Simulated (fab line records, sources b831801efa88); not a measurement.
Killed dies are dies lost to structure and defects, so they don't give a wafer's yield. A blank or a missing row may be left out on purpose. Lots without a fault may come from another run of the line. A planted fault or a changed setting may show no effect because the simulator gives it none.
fab line records | flow sky130
record lots=5 wafers=15 last_day=50
route steps=708 shown METAL5@671 PASSIVATION@681 PAD_OPEN@708
lots that met no fault: from a run of the same line without faults
start_h: hours from the record's first day to the start of the lot's first wafer shown | wait_h: hours since the lot's step before | " the same as in the row above | L1.1+2: a row that stands for several wafers | - no value, or no start given | * or withheld: withheld | < > ~ a bound
route shown NAME@n: a module of which the file shows steps, and the number in the route of the first | usual: mean/standard deviation of fault-free wafers | same: alike in all rows | chamber/n: place in a boat | sites: the reading at each site | _std_site: their standard deviation | _edge_site: outer sites' mean less inner sites' | radius_mm: how far each site lies from the wafer's centre | mask NAME#n: copy n | behind: the tool/chamber that last shaped the wafer | hold: why the lot was held/for how many hours/how that ended | device: the transistor (n, p or np) that didn't switch | end of line: the same wafers' tests at the end of the route | a step without rows: its recipe alone | killed: dies lost to structure and defects at the first sort, not the wafer's yield | map: a wafer's dies, x killed, . not, _ none there
set.NAME: the setting as run; set.NAME@STEP: as run at that earlier step | model.NAME: the simulator's own value behind a step, which no gauge read
lots at some steps of the route; a table a step, a row a wafer
services: from which hour (start_h, from the record's first day; less than 0 if before it) a tool's chamber was out of use, for how many hours, and why
## steps
# step SKY_METAL5_SOFTBAKE_10
# recipe temp_c=90 time_s=60 resist=NOVOLAK
# step SKY_METAL5_EXPOSE_11
# recipe mask_id=MM5 na=0.6 source_shape=conventional sigma_outer=0.6 polarization=unpolarized target_cd_nm=1600 dose_mj=190
# step SKY_METAL5_PEB_12
# recipe temp_c=withheld time_s=* resist=NOVOLAK
# step SKY_METAL5_DEVELOP_13
# recipe resist=NOVOLAK developer=TMAH develop_time_s=60 dev_temp_c=23
# step SKY_METAL5_DESCUM_14
# recipe chemistry=O2 source_power_w=150 bias_power_w=0 pressure_mtorr=10 temp_c=40 time_s=11
# usual drypump_motor_current_A=5.8/0.42 oes_product_au=0.999/0.0076
# columns lot.wafer tool chamber start_h wait_h drypump_motor_current_A oes_product_au rf_hours_counter_h
L202.1 rie_metal-01 0 1059.77 0.1 5.1 1.019 10
L202.3 " 0 " " 5.1 1.001 -
L202.6 " 0 " " 5.1 1.010 -
L210.1 rie_metal-01 1 1092.16 0.1 6.2 0.994 19
L210.2 " 0 " " 5.1 1.008 13
L210.3 " 0 " " 5.1 1.005 -
L211.2 rie_metal-03 1 1104.85 0.1 5.5 1.011 25
L211.5 " 0 " " 6.1 0.996 -
L211.6 " 1 " " 5.5 1.008 -
L217.1 rie_metal-02 1 1136.41 0.1 6.1 1.007 24
L217.2 " 0 " " 5.8 0.996 16
L217.5 " 0 " " 5.8 0.996 -
L220.1 rie_metal-01 0 1150.10 0.1 5.1 0.998 18
L220.4 " 0 " " 5.1 1.000 -
L220.5 " 1 " " 6.2 1.012 -
# step SKY_METAL5_METAL_ETCH_15
# recipe target_depth_a=12600 stop_on=SiO2 over_etch_frac=0.2 time_s=252 chemistry=Cl2/BCl3 resist_sidewall_deg=86 pressure_mtorr=10 icp_w=900 bias_w=48.5 Cl2_flow_sccm=60 bcl3_flow_sccm=30
# usual bias_w=48.53/0.15 drypump_motor_current_A=5.8/0.42 oes_product_au=0.894/0.005 throttle_valve_pct=22.263/0.0088
# columns lot.wafer tool chamber start_h wait_h bias_w drypump_motor_current_A oes_product_au rf_hours_counter_h throttle_valve_pct
L202.1 rie_metal-01 0 1059.80 0.0 48.48 5.1 0.894 10 22.267
L202.3 " 0 " " 48.33 5.1 0.888 - 22.264
L202.6 " 0 " " 48.52 5.1 0.893 - 22.258
L210.1 rie_metal-01 1 1092.20 0.0 48.26 6.2 0.884 19 22.267
L210.2 " 0 " " 48.32 5.1 0.893 13 22.249
L210.3 " 0 " " 48.24 5.1 0.904 - 22.261
L211.2 rie_metal-03 1 1104.89 0.0 48.69 5.5 0.898 25 22.280
L211.5 " 0 " " 48.53 6.2 0.901 - 22.266
L211.6 " 1 " " 48.62 5.5 0.893 - 22.251
L217.1 rie_metal-02 1 1136.45 0.0 48.37 6.1 0.897 24 22.263
L217.2 " 0 " " 48.55 5.8 0.894 16 22.266
L217.5 " 0 " " 48.43 5.8 0.903 - 22.267
L220.1 rie_metal-01 0 1150.14 0.0 48.63 5.1 0.892 19 22.264
L220.4 " 0 " " 48.70 5.1 0.896 - 22.261
L220.5 " 1 " " 48.87 6.2 0.911 - 22.264
# step SKY_METAL5_STRIP_16
# recipe chemistry=O2/N2 power_w=1400 pressure_mtorr=1500 platen_temp_c=withheld o2_flow_sccm=3000 n2_flow_sccm=300 overash_fraction=0.5
# usual drypump_motor_current_A=5.45/0.27 oes_product_au=0.710/0.0045 strip_time_to_endpoint_s=13.06/0.11
# columns lot.wafer tool chamber start_h wait_h drypump_motor_current_A oes_product_au rf_hours_counter_h strip_time_to_endpoint_s
L202.1 plasma_asher-03 1 1060.04 0.2 5.42 0.714 95 12.98
L202.3 " 0 " " 5.82 0.714 - 12.95
L202.6 " 0 " " 5.81 0.704 - 12.97
L210.1 plasma_asher-04 1 1092.43 0.2 5.58 0.709 35 13.03
L210.2 " 0 " " 5.70 0.719 35 13.10
L210.3 " 1 " " 5.58 0.702 - 13.15
L211.2 plasma_asher-03 1 1105.12 0.2 5.42 0.711 100 13.00
L211.5 " 0 " " 5.79 0.700 - 13.11
L211.6 " 1 " " 5.42 0.708 - 12.96
L217.1 plasma_asher-03 1 1136.68 0.2 5.43 0.716 103 12.93
L217.2 " 0 " " 5.78 0.716 103 13.11
L217.5 " 1 " " 5.41 0.709 - 13.06
L220.1 plasma_asher-01 0 1150.37 0.2 5.08 0.707 8 13.18
L220.4 " 1 " " 5.15 0.703 - 13.07
L220.5 " 0 " " 5.09 0.708 - 13.15
# step SKY_METAL5_STRIP_17
# recipe chemistry=post_etch_residue_remover time_s=1200 temp_c=72.5
# step SKY_METAL5_CLEAN_18
# recipe chemistry=IPA time_s=180 temp_c=25
# step SKY_METAL5_CLEAN_19
# recipe chemistry=O3/DIW dry=n2_spin
# step SKY_PASSIVATION_CVD_00
# recipe material=SiO2 target_thk_nm=90 temp_c=400 time_s=withheld rf_w=600
# usual heater_power_outer_w=355/50 heater_power_w=614/85
# columns lot.wafer tool chamber start_h wait_h heater_power_outer_w heater_power_w
L202.1 pecvd-01 2 1060.67 0.0 344 568
L202.3 " 0 " " 292 503
L202.6 " 0 " " 291 517
L210.1 pecvd-03 2 1093.07 0.0 352 617
L210.2 " 0 " " 436 740
L210.3 " 1 " " 369 586
L211.2 pecvd-04 2 1106.15 0.0 420 780
L211.5 " 2 " " 429 790
L211.6 " 1 " " 360 633
L217.1 pecvd-03 1 1137.31 0.0 360 601
L217.2 " 2 " " 400 668
L217.5 " 0 " " 423 714
L220.1 pecvd-01 0 1150.96 0.0 329 542
L220.4 " 1 " " 272 498
L220.5 " 2 " " 360 573
# step SKY_PASSIVATION_THK_MEAS_01
# recipe reads=SiO2_of_PASSIVATION_CVD_00
# usual PASSIVATION_CVD_00_THK=89.6/1.1
# columns lot.wafer tool chamber start_h wait_h PASSIVATION_CVD_00_THK[nm]
L202.1 film_metro-03 - 1060.69 - 86.1
L202.3 " - " " 87.2
L202.6 " - " " 88.7
L210.1 film_metro-01 - 1093.09 - 89.2
L210.2 " - " " 89.6
L210.3 " - " " 89.1
L211.2 film_metro-03 - 1106.18 - 88.2
L211.5 " - " " 89.2
L211.6 " - " " 88.7
L217.1 film_metro-01 - 1137.33 - 89.0
L217.2 " - " " 89.9
L217.5 " - " " 92.1
L220.1 film_metro-03 - 1150.99 - 87.8
L220.4 " - " " 91.0
L220.5 " - " " 90.1
# step SKY_PASSIVATION_CVD_02
# recipe material=Si3N4 target_thk_nm=540 temp_c=400 time_s=withheld rf_w=450
# usual heater_power_w=666/86
# columns lot.wafer tool chamber start_h wait_h heater_power_w model.Si3N4_of_PASSIVATION_CVD_02.thk_nm
L202.1 pecvd-04 0 1060.75 0.1 660 532.6
L202.3 " 2 " " 865 521.8
L202.6 " 1 " " 691 535
L210.1 pecvd-01 2 1093.15 0.1 622 536.3
L210.2 " 1 " " 540 536.3
L210.3 " 0 " " 612 542.1
L211.2 pecvd-03 1 1106.23 0.0 601 540.8
L211.5 " 1 " " 673 549.6
L211.6 " 2 " " 735 552.7
L217.1 pecvd-01 0 1137.39 0.1 588 533.8
L217.2 " 2 " " 555 834.1
L217.5 " 0 " " 629 552.4
L220.1 pecvd-03 1 1151.05 0.1 648 539.7
L220.4 " 1 " " 669 552.3
L220.5 " 2 " " 752 548.6
# step SKY_PASSIVATION_THK_MEAS_03
# recipe reads=Si3N4_of_PASSIVATION_CVD_02
# usual PASSIVATION_CVD_02_THK=541/6.5
# columns lot.wafer tool chamber start_h wait_h PASSIVATION_CVD_02_THK[nm]
L202.1 film_metro-01 - 1060.98 - 533
L202.3 " - " " 522
L202.6 " - " " 535
L210.1 film_metro-03 - 1093.38 - 536
L210.2 " - " " 536
L210.3 " - " " 542
L211.2 film_metro-01 - 1106.58 - 541
L211.5 " - " " 549
L211.6 " - " " 553
L217.1 film_metro-02 - 1137.63 - 534
L217.2 " - " " 834
L217.5 " - " " 553
L220.1 film_metro-03 - 1151.27 - 540
L220.4 " - " " 552
L220.5 " - " " 548
# step SKY_PASSIVATION_DEHYDRATE_04
# recipe temp_c=200 time_s=60
# step SKY_PASSIVATION_HMDS_05
# recipe prime_time_s=60 prime_temp_c=120
# step SKY_PASSIVATION_COAT_06
# recipe spin_rpm=2000 resist_thk_nm=3000
# step SKY_PASSIVATION_SOFTBAKE_07
# recipe temp_c=110 time_s=withheld
# step SKY_PASSIVATION_EXPOSE_08
# recipe mask_id=NSM target_cd_nm=3000 na=0.57 dose_mj=260
# step SKY_PASSIVATION_PEB_09
# recipe temp_c=115 time_s=withheld
# step SKY_PASSIVATION_DEVELOP_10
# recipe develop_time_s=60 dev_temp_c=23
# step SKY_PASSIVATION_ETCH_11
# recipe chemistry=CF4/O2 target_depth_nm=725 stop_on=AlCu source_w=778.6 bias_w=150 pressure_mtorr=150 cf4_flow_sccm=80 O2_flow_sccm=10 time_s=161.1
# usual O2_flow_sccm=9.998/0.029 bias_w=150.0/0.49 drypump_motor_current_A=5.9/0.51 oes_product_au=0.973/0.0066 throttle_valve_pct=5.965/0.0093
# columns lot.wafer tool chamber start_h wait_h O2_flow_sccm bias_w drypump_motor_current_A oes_product_au rf_hours_counter_h throttle_valve_pct model.etch.depth_nm model.PASSIVATION.feature_depth_nm
L202.1 rie_diel-04 3 1080.75 - 10.014 149.6 6.4 0.965 16 5.972 693.9 693.9
L202.3 " 0 " " 10.025 150.7 5.1 0.958 22 5.966 683.9 683.9
L202.6 " 0 " " 10.015 150.5 5.1 0.963 - 5.963 698.4 698.4
L210.1 rie_diel-04 0 1113.42 - 9.970 149.6 5.1 0.969 0 5.961 699.7 699.7
L210.2 " 3 " " 9.944 149.2 6.4 0.974 17 5.963 699.8 699.8
L210.3 " 2 " " 9.949 149.5 5.8 0.981 8 5.958 705.6 705.6
L211.2 rie_diel-03 1 1124.49 - 10.003 150.6 5.0 0.971 21 5.961 704 704
L211.5 " 2 " " 9.995 149.9 6.2 0.978 - 5.950 701.1 701.1
L211.6 " 3 " " 9.994 150.2 6.4 0.973 - 5.957 701.7 701.7
L217.1 rie_diel-02 0 1155.89 - 9.984 149.5 5.8 0.967 17 5.940 697.7 697.7
L217.2 " 1 " " 9.976 150.2 6.1 0.988 24 5.972 710.7 710.7
L217.5 " 3 " " 10.016 150.6 5.8 0.979 - 5.967 714.7 714.7
L220.1 rie_diel-04 0 1169.27 - 9.966 150.5 5.1 0.980 2 5.984 701.3 701.3
L220.4 " 1 " " 10.010 150.3 5.9 0.980 8 5.968 698.4 698.4
L220.5 " 1 " " 10.044 150.0 5.9 0.973 - 5.961 703.8 703.8
# step SKY_PASSIVATION_STRIP_12
# recipe chemistry=O2/N2 power_w=1400 pressure_mtorr=1500 platen_temp_c=withheld overash_fraction=0.7 o2_flow_sccm=3000 n2_flow_sccm=300
# usual drypump_motor_current_A=5.5/0.38 oes_product_au=0.661/0.0043 strip_time_to_endpoint_s=31.63/0.12
# columns lot.wafer tool chamber start_h wait_h drypump_motor_current_A oes_product_au rf_hours_counter_h strip_time_to_endpoint_s
L202.1 plasma_asher-01 1 1080.86 0.1 5.1 0.659 2 31.50
L202.3 " 0 " " 5.1 0.660 - 31.47
L202.6 " 0 " " 5.1 0.661 - 31.57
L210.1 plasma_asher-01 0 1113.52 0.1 5.1 0.663 5 31.59
L210.2 " 1 " " 5.1 0.659 5 31.72
L210.3 " 0 " " 5.1 0.665 - 31.58
L211.2 plasma_asher-01 0 1124.60 0.1 5.1 0.660 6 31.58
L211.5 " 0 " " 5.1 0.656 - 31.64
L211.6 " 1 " " 5.1 0.660 - 31.73
L217.1 plasma_asher-02 1 1156.00 0.1 6.1 0.663 70 31.47
L217.2 " 0 " " 5.7 0.655 70 31.54
L217.5 " 1 " " 6.1 0.666 - 31.59
L220.1 plasma_asher-02 0 1169.38 0.1 5.7 0.656 71 31.66
L220.4 " 1 " " 6.1 0.659 - 31.68
L220.5 " 1 " " 6.1 0.657 - 31.57
# step SKY_PAD_OPEN_PROBE_99
# usual defect_limited_yield=82.7/1.9 killed_at_M0_to_M3=43/7.7 killed_at_M4_up=3.0/1.7 killed_at_contacts=24/5.2 killed_at_front_end=15/4.5 killed_at_other=0.3/0.5 killed_dies=85/9.5 killed_on_rim=17/4 killed_open=47/6.6 killed_short=38/6.6 sort_bin_3_pad_short=0.8/0.39 sort_bin_5_function=10.2/1.4 sort_bin_6_memory=6.3/1.1 sort_n_pass=407/9.5 sort_yield_pct=82.7/1.9
# same gross_dies=492 killed_at_back_side=0 sort_bin_4_leakage[%]=0 sort_bin_8_speed[%]=0
# columns lot.wafer tool chamber start_h wait_h defect_limited_yield[%] killed_at_M0_to_M3 killed_at_M4_up killed_at_contacts killed_at_front_end killed_at_other killed_dies killed_on_rim killed_open killed_short sort_bin_3_pad_short[%] sort_bin_5_function[%] sort_bin_6_memory[%] sort_n_pass sort_yield_pct[%]
L202.1 prober-02 - 1102.53 0.1 83.7 40 1 20 19 0 80 14 36 44 0.4 10.8 5.1 412 83.7
L202.3 prober-02 - 1102.63 0.2 80.7 47 2 29 15 2 95 15 52 43 1.4 10.4 7.5 397 80.7
L202.6 prober-02 - 1102.78 0.2 83.1 33 2 25 22 1 83 16 51 32 0.4 10.8 5.7 409 83.1
L210.1 prober-01 - 1134.84 0.1 80.3 59 4 26 8 0 97 18 61 36 0.4 13.0 6.3 395 80.3
L210.2 prober-01 - 1134.89 0.1 82.1 49 8 21 10 0 88 17 47 41 0.4 10.0 7.5 404 82.1
L210.3 prober-01 - 1134.94 0.2 83.9 41 1 19 18 0 79 16 47 32 0.6 10.8 4.7 413 83.9
L211.2 prober-02 - 1144.63 0.1 80.3 40 4 32 21 0 97 19 48 49 0.6 11.4 7.7 395 80.3
L211.5 prober-02 - 1144.78 0.2 83.9 41 5 20 13 0 79 17 45 34 1.0 9.6 5.5 413 83.9
L211.6 prober-02 - 1144.83 0.2 83.9 38 8 21 12 0 79 18 43 36 0.2 11.2 4.7 413 83.9
L217.1 prober-02 - 1176.29 0.1 83.3 31 3 20 28 0 82 12 46 36 0.4 10.6 5.7 410 83.3
L217.2 prober-02 - 1176.34 0.1 0 38 1 29 7 417 492 96 47 28 0.8 93.3 5.9 0 0
L217.5 prober-02 - 1176.49 0.2 84.8 42 2 19 11 1 75 12 46 29 1.4 7.9 5.9 417 84.8
L220.1 prober-02 - 1188.21 0.1 81.9 45 3 24 16 1 89 22 56 33 0.4 11.2 6.5 403 81.9
L220.4 prober-02 - 1188.36 0.2 77.8 56 4 29 20 0 109 24 63 46 0.8 14.2 7.1 383 77.8
L220.5 prober-02 - 1188.41 0.2 79.1 67 2 20 13 1 103 17 60 43 0.6 12.0 8.3 389 79.1
# killed by level:class
L202.1 METAL2:geometric_particle:short=10 VIA1:geometric_particle:open=9 POLY_GATE:geometric_particle:short=7 LI_CONTACT:geometric_particle:open=6 LOCAL_INTERCONNECT:geometric_particle:short=5 METAL1:geometric_particle:short=5 POLY_GATE:geometric_particle:open=4 VIA3:geometric_particle:open=4
L202.3 VIA3:geometric_particle:open=10 CONTACT:geometric_particle:open=9 LI_CONTACT:geometric_particle:open=8 VIA1:geometric_particle:open=8 METAL2:geometric_particle:short=8 FIELD_ISO:geometric_particle:short=7 LOCAL_INTERCONNECT:geometric_particle:short=4 METAL1:geometric_particle:short=4
L202.6 CONTACT:geometric_particle:open=17 FIELD_ISO:geometric_particle:short=6 POLY_GATE:geometric_particle:open=6 VIA3:geometric_particle:open=6 VIA2:geometric_particle:open=5 VIA1:geometric_particle:open=5 VIA1:geometric_particle:short=4 LI_CONTACT:geometric_particle:open=3
L210.1 VIA1:geometric_particle:open=17 VIA2:geometric_particle:open=10 CONTACT:geometric_particle:open=9 LI_CONTACT:geometric_particle:open=7 VIA3:geometric_particle:open=7 METAL1:geometric_particle:short=5 LI_CONTACT:geometric_particle:short=5 VIA1:geometric_particle:short=5
L210.2 VIA1:geometric_particle:open=13 CONTACT:geometric_particle:open=8 VIA2:geometric_particle:open=8 METAL4:geometric_particle:short=6 METAL2:geometric_particle:short=6 LI_CONTACT:geometric_particle:open=5 CONTACT:geometric_particle:short=5 METAL1:geometric_particle:short=5
L210.3 CONTACT:geometric_particle:open=11 VIA1:geometric_particle:open=11 FIELD_ISO:geometric_particle:open=6 LI_CONTACT:geometric_particle:open=6 FIELD_ISO:geometric_particle:short=5 VIA1:geometric_particle:short=5 METAL2:geometric_particle:short=5 VIA2:geometric_particle:open=4
L211.2 CONTACT:geometric_particle:open=11 CONTACT:geometric_particle:short=9 FIELD_ISO:geometric_particle:short=8 VIA1:geometric_particle:open=7 METAL2:geometric_particle:short=6 POLY_GATE:geometric_particle:open=5 LI_CONTACT:geometric_particle:open=5 METAL1:geometric_particle:short=5
L211.5 VIA1:geometric_particle:open=11 METAL1:geometric_particle:short=7 VIA3:geometric_particle:open=7 LI_CONTACT:geometric_particle:open=6 CONTACT:geometric_particle:open=6 FIELD_ISO:geometric_particle:short=5 LOCAL_INTERCONNECT:geometric_particle:short=5 VIA1:geometric_particle:short=5
L211.6 VIA3:geometric_particle:open=10 VIA1:geometric_particle:open=9 LOCAL_INTERCONNECT:geometric_particle:short=6 VIA2:geometric_particle:open=6 LI_CONTACT:geometric_particle:open=5 LI_CONTACT:geometric_particle:short=4 CONTACT:geometric_particle:open=4 METAL4:geometric_particle:short=4
L217.1 CONTACT:geometric_particle:open=11 FIELD_ISO:geometric_particle:open=9 FIELD_ISO:geometric_particle:short=8 METAL1:geometric_particle:short=5 POLY_GATE:geometric_particle:open=5 POLY_GATE:geometric_particle:short=5 LI_CONTACT:geometric_particle:open=5 VIA2:geometric_particle:open=5
L217.2 PASSIVATION:area_etch=417 VIA1:geometric_particle:open=11 LI_CONTACT:geometric_particle:open=10 CONTACT:geometric_particle:open=9 VIA2:geometric_particle:open=8 VIA1:geometric_particle:short=6 METAL1:geometric_particle:short=4 FIELD_ISO:geometric_particle:open=3
L217.5 VIA1:geometric_particle:open=15 CONTACT:geometric_particle:open=8 VIA1:geometric_particle:short=6 VIA2:geometric_particle:open=6 VIA3:geometric_particle:open=5 FIELD_ISO:geometric_particle:short=4 LI_CONTACT:geometric_particle:open=4 METAL1:geometric_particle:short=4
L220.1 VIA1:geometric_particle:open=11 VIA2:geometric_particle:open=10 CONTACT:geometric_particle:short=9 FIELD_ISO:geometric_particle:open=8 CONTACT:geometric_particle:open=8 LI_CONTACT:geometric_particle:open=5 VIA3:geometric_particle:open=5 FIELD_ISO:geometric_particle:short=4
L220.4 VIA1:geometric_particle:open=16 LI_CONTACT:geometric_particle:open=11 METAL2:geometric_particle:short=11 CONTACT:geometric_particle:open=10 FIELD_ISO:geometric_particle:open=7 METAL1:geometric_particle:short=7 VIA3:geometric_particle:open=7 FIELD_ISO:geometric_particle:short=5
L220.5 VIA1:geometric_particle:open=17 VIA2:geometric_particle:open=12 METAL2:geometric_particle:short=8 METAL1:geometric_particle:short=7 VIA1:geometric_particle:short=7 VIA3:geometric_particle:open=7 LI_CONTACT:geometric_particle:open=5 CONTACT:geometric_particle:open=5
# map L217.2 (x killed, . not)
__________xxxxxxxxxx_________
________xxxxxxxxxxxxxx_______
______xxxxxxxxxxxxxxxxxx_____
_____xxxxxxxxxxxxxxxxxxxx____
____xxxxxxxxxxxxxxxxxxxxxx___
___xxxxxxxxxxxxxxxxxxxxxxxx__
__xxxxxxxxxxxxxxxxxxxxxxxxxx_
_xxxxxxxxxxxxxxxxxxxxxxxxxxxx
_xxxxxxxxxxxxxxxxxxxxxxxxxxxx
_xxxxxxxxxxxxxxxxxxxxxxxxxxxx
_xxxxxxxxxxxxxxxxxxxxxxxxxxxx
_xxxxxxxxxxxxxxxxxxxxxxxxxxxx
_xxxxxxxxxxxxxxxxxxxxxxxxxxxx
_xxxxxxxxxxxxxxxxxxxxxxxxxxxx
_xxxxxxxxxxxxxxxxxxxxxxxxxxxx
__xxxxxxxxxxxxxxxxxxxxxxxxxx_
___xxxxxxxxxxxxxxxxxxxxxxxx__
____xxxxxxxxxxxxxxxxxxxxxx___
_____xxxxxxxxxxxxxxxxxxxx____
______xxxxxxxxxxxxxxxxxx_____
________xxxxxxxxxxxxxx_______
__________xxxxxxxxxx_________
# map L210.1 (x killed, . not)
__________......xxx._________
________.....x..xx...._______
______......x.xx........_____
_____....x.......x....x..____
____....x..............xxx___
___..........x.........x.x.__
__xxx..................x...._
_.........x...x..............
_....x..x.........x......x.x.
_.x......x.......x.x.x.x..xx.
_...x....xx...x...x.....x..x.
_.........xx.x.x.........x.x.
_.....x.x...x......x.x.....x.
_x.............x..x........x.
_........x....x...x..x.x.x.x.
__........x...x............x_
___x..x....x..........x.x..__
____.....x..x.xx....x.xx..___
_____..x....x.........x..____
______.....x...x........_____
________.x..x.x.x..x.x_______
__________.x.x....x._________
## services
# columns tool chamber start_h hours kind
rie_metal-02 - 1045.09 28.1 pm
plasma_asher-01 - 1045.88 0.9 repair
rie_diel-02 3 1050.83 3.4 repair
rie_diel-03 0 1051.92 1.3 repair
plasma_asher-01 - 1055.25 9.0 pm
plasma_asher-01 0 1055.25 9.0 vent_cycle
rie_diel-02 - 1057.61 72.9 repair
rie_diel-04 2 1064.72 2.4 repair
rie_diel-03 0 1069.02 7.7 repair
rie_diel-03 - 1077.86 0.8 repair
plasma_asher-02 - 1079.54 2.8 pm
rie_diel-04 - 1088.31 14.6 pm
rie_diel-03 1 1090.39 8.3 repair
pecvd-03 0 1096.34 21.0 repair
rie_metal-01 1 1102.17 14.1 repair
pecvd-04 0 1108.51 3.5 repair
rie_diel-03 1 1120.72 2.8 repair
rie_metal-02 - 1122.91 2.8 pm
pecvd-03 0 1123.24 3.9 repair
rie_metal-01 - 1127.21 0.8 repair
rie_diel-02 - 1138.33 2.5 repair
rie_diel-03 - 1138.50 0.4 repair
plasma_asher-02 - 1156.37 0.8 repair
plasma_asher-02 - 1161.63 3.2 repair
## key
first_sign step=SKY_PASSIVATION_THK_MEAS_03 reading=PASSIVATION_CVD_02_THK direction=up sigmas=45 usual=541 struck=834
effect step=SKY_PAD_OPEN_PROBE_99 reading=killed_at_other direction=up sigmas=99+ usual=0.3 struck=417
model_effect step=SKY_PASSIVATION_CVD_02 value=Si3N4_of_PASSIVATION_CVD_02.thk_nm without=534.5 struck=834.1
model_effect step=SKY_PASSIVATION_ETCH_11 value=etch.depth_nm without=700.2 struck=710.7
more_kills_born_at SKY_PASSIVATION_ETCH_11@rie_diel-02=417
met_at SKY_PASSIVATION_CVD_02
struck_wafers L217.2
later_rows_left_out L217.2
onset_between 1093.15 1137.39
fault kind=process_parameter_drift tool=pecvd-01 chamber=2 onset_h=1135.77 steps=SKY_PASSIVATION_CVD_02 channel=time_s offset=withheld shape=step end_h=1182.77 acts_in=*
# later_rows_left_out: the simulator's readings of these wafers behind a module that went badly wrong aren't trusted and aren't shown, but for the sort
